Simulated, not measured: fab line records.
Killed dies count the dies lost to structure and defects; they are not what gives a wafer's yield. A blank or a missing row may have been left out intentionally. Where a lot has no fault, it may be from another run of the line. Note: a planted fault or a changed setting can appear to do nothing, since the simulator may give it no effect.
Problem report, 8D (eight disciplines) form, completed by code	flow gf180mcu	the parts of the form that need people (team, actions taken, sign-off) are left out

## 1. WHAT IS WRONG
Mean of run_length_s at GF_PASSIVATION_CVD_00: 136.1 s across 3 wafers in 3 lots; on wafers with no fault it is 139.7 s (standard deviation 0.68). Measured from the usual mean, that is -5.3 standard deviations.
The step: deposits SiO2 from TEOS, target thk 1000 nm, time 111.95 s.
The first sign was on wafer L767.3 at day 32 11:58, on pecvd-03. Wafers with a number at this step in the record: 36, from 13 lots. Rule for "out", or "out of limits": more than 4 standard deviations from the usual mean. All remaining wafers that have a number are taken as sound.

## 2. WHAT IT IS, WHAT IT ISN'T
question	is	is not
which readings at this step	run_length_s	heater_power_w
which lots	L767, L768, L769	L753, L754, L755, L756, L758, L759, L770, L773, L774, L775
which wafers of those lots	L767.3, L768.6, L769.6	L767.2, L768.2, L769.4
read on which tools	pecvd-03	pecvd-02, pecvd-04
when	from day 32 11:58	up to then (19 sound wafers); but 14 sound wafers of L768, L769, L770, L773, L774, L775 came after

## 3. SUSPECTS, AND WHAT RULES EACH OUT
Counting: if a tool at a process step up to the reading ran every lot that is out, it stays a suspect. Sound lots after the first of them don't rule it out here, since some wafers of a struck lot are sound.
- pecvd-03 at GF_PASSIVATION_CVD_00 (deposits SiO2 from TEOS, target thk 1000 nm, time 111.95 s): kept. It processed each lot that is out (first: L767, day 32 11:58); up to then, its last sound lot is L758 (day 30 02:38). On those wafers its own readings are out: run_length_s.
The count leaves pecvd-03 at GF_PASSIVATION_CVD_00.

## 4. THE CAUSE (what the simulator had put in)
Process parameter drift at GF_PASSIVATION_CVD_00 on pecvd-03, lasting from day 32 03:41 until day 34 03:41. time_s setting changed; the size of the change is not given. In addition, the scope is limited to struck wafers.
Counting left only this tool.

## 5. THE EFFECT CHAIN, in route order
Each row: a reading where the mean over the struck wafers with a number is more than 3 standard deviations away from the usual. Readings are gone through only where the record gives a usual standard deviation; hours: the median, over the lots, of the time from a lot's start at the first step in this table giving one to that lot's start at this step; sigmas: the change measured in usual standard deviations.
hours	step	reading	usual	on struck wafers	change	sigmas
0	GF_PASSIVATION_CVD_00	run_length_s	139.7 s	136.1	-3.6	-5.3
Its process steps:
- GF_PASSIVATION_CVD_00: deposits SiO2 from TEOS, target thk 1000 nm, time 111.95 s.
Later measuring or inspecting steps at which every struck wafer that the step has a row for has a number for every such reading, and none has moved that far: GF_PASSIVATION_THK_MEAS_01.

## 6. WHAT WOULD HAVE CAUGHT IT SOONER
The fault began at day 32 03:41; the first out-of-limits reading in this record came at day 32 11:58, 8 hours later.
